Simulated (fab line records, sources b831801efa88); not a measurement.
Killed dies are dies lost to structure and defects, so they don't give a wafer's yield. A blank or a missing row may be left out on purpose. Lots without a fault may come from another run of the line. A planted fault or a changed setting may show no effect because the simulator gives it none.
Chamber matching | flow sky130 | SKY_LI_CONTACT_HDPCVD_00 on hdpcvd-02: 3 sister chambers
The step deposits PSG, target thk 930 nm, time 155 s. 3 wafers are shown with their chamber, then 7 later ones without.

WAFERS WITH THEIR CHAMBER
wafer  | chamber | pressure_mtorr (mTorr)
L996.3 | 2       | 5.988
L101.4 | 1       | 5.992
L101.5 | 0       | 5.995

WAFERS WITHOUT THEIR CHAMBER
wafer  | pressure_mtorr (mTorr)
L101.6 | 5.995
L102.3 | 5.991
L102.4 | 5.977
L102.5 | 6.004
L103.2 | 6.006
L103.3 | 5.986
L103.4 | 6.005

WHICH CHAMBER EACH WENT THROUGH
wafer  | from the rows above          | in truth
L101.6 | can't be placed: 0 or 1 or 2 | 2
L102.3 | can't be placed: 1 or 2 or 0 | 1
L102.4 | can't be placed: 2 or 1 or 0 | 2
L102.5 | can't be placed: 0 or 1 or 2 | 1
L103.2 | can't be placed: 0 or 1 or 2 | 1
L103.3 | can't be placed: 2 or 1 or 0 | 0
L103.4 | can't be placed: 0 or 1 or 2 | 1
Placed correctly: 0 of 7. Can't be placed from these rows: 7 (the true chamber is among the candidates in 7). Placed wrongly: 0.
How it was worked out, from the rows above alone: a wafer's distance from a chamber is the root of the sum, over the readings, of the square of ((its reading less the chamber's mean) divided by the reading's scatter). The wafer belongs to the nearest chamber; if the next one is less than 2 further off, it can't be placed. A chamber's mean is the mean of its shown wafers. The scatter: with one shown wafer a chamber, the root of the mean of the squares of how far each hidden wafer lies from its nearest shown one.
